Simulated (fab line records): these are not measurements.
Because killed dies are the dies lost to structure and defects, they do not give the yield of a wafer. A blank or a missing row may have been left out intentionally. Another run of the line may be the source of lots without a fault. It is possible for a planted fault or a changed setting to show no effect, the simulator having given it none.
Matching of chambers | flow gf180mcu | cmp-02 running GF_V1_CMP_04: 4 sister chambers
The step polishes SiO2. 4 wafers are shown with their chamber, then 7 later ones without.

EACH WAFER AND ITS CHAMBER
wafer  | chamber | motor-current-A (A)
L939.3 | 1       | 13.8
L940.3 | 3       | 12.5
L945.1 | 0       | 12.0
L945.2 | 2       | 13.4

WAFERS WHOSE CHAMBER IS MISSING
wafer  | motor-current-A (A)
L945.4 | 14.2
L946.3 | 13.6
L946.4 | 12.1
L946.5 | 12.5
L947.2 | 13.9
L947.4 | 12.3
L947.6 | 14.4

WHICH CHAMBER EACH WENT THROUGH
wafer  | from the rows above     | in truth
L945.4 | can't be placed: 1 or 2 | 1
L946.3 | can't be placed: 2 or 1 | 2
L946.4 | can't be placed: 0 or 3 | 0
L946.5 | can't be placed: 3 or 0 | 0
L947.2 | can't be placed: 1 or 2 | 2
L947.4 | can't be placed: 3 or 0 | 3
L947.6 | can't be placed: 1 or 2 | 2
Correctly placed: 0 of 7. Cannot be placed on the basis of these rows: 7; the candidates contain the true chamber in 7. Wrongly placed: 0.
How it was worked out, from the rows above alone: a wafer's distance from a chamber is the root of the sum, over the readings, of the square of ((its reading less the chamber's mean) divided by the reading's scatter). The wafer belongs to the nearest chamber; if the next one is less than 2 further off, it can't be placed. Each chamber's mean is taken over the wafers shown for it. The scatter: root of mean squared gap, hidden wafer to nearest shown wafer, with one shown wafer a chamber.
